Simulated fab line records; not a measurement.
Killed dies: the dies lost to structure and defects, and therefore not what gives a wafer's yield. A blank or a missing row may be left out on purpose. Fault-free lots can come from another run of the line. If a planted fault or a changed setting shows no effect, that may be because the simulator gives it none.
2 desks, one fault | flow sky130 | each desk holds nothing but its own numbers, with what lay behind them at the end

== THE METROLOGY DESK ==
Means of the sampled wafers that have a number, per lot and without regard to the tool the lot ran on: this is what the gauges read. A lot is out of limits, marked OUT, if its mean lies more than 4 standard deviations from the usual mean; the brackets give that distance. Readings shown: 7 of its 9, picked as those furthest out on some lot.
Columns: A = VIA1_BOW at SKY_VIA1_BOW_MEAS_03, usual 80 um; B = cd_nm at SKY_VIA1_CD_MEAS_12, usual 149.6 nm; C = VIA1_OVL at SKY_VIA1_OVL_MEAS_13, usual 5 nm; D = VIA1_W_RS at SKY_VIA1_RS_MEAS_22, usual 0.425 ohm/sq; E = VIA1_W_THK at SKY_VIA1_THK_MEAS_23, usual 275 nm; F = METAL2_ALCU_THK at SKY_METAL2_THK_MEAS_06, usual 249.4 nm; G = cd_nm at SKY_METAL2_CD_MEAS_15, usual 139.6 nm
lot  | first seen here | A  | B     | C  | D     | E   | F     | G
L560 | day 33 20:02    | 83 | 147.8 | -0 | 0.427 | 271 | 248.4 | 138.6
L568 | day 36 11:55    | 83 | 147.5 | 2  | 0.426 | 276 | 250.7 | 140.5
L570 | day 37 12:58    | 84 | 152.1 | 4  | 0.424 | 279 | 248.1 | 138.7
L575 | day 38 15:19    | 90 | 149.8 | 6  | 0.432 | 270 | 250.7 | 138.6
L578 | day 39 18:01    | 74 | 149.4 | 8  | 0.428 | 276 | 253.5 | 140.7
This desk found nothing out of limits on any of the 5 lots.

== TOOL OWNER'S DESK, rie_diel-01 ==
The tool's own readings at SKY_VIA1_ETCH_14 (etches BARC in N2/H2, stops on SiO2, time 45.9 s, target depth 60 nm): means of the sampled wafers that have a number, for each lot that ran on this tool. A lot is out of limits, marked OUT, if its mean lies more than 4 standard deviations from the usual mean; the brackets give that distance.
Columns: A = drypump_motor_current_A at SKY_VIA1_ETCH_14, usual 5.78 A; B = oes_product_au at SKY_VIA1_ETCH_14, usual 0.855 a.u.; C = throttle_valve_pct at SKY_VIA1_ETCH_14, usual 13.224 %
lot  | first seen here | A    | B     | C
L560 | day 34 22:59    | 5.65 | 0.861 | 13.231
L570 | day 38 14:25    | 5.63 | 0.852 | 13.227
This desk found nothing out of limits on any of the 2 lots.

== BROUGHT TOGETHER ==
Metrology desk: nothing out of limits seen.
The tool owner's desk saw nothing out of limits.

== WHAT THE SIMULATOR HAD INSERTED ==
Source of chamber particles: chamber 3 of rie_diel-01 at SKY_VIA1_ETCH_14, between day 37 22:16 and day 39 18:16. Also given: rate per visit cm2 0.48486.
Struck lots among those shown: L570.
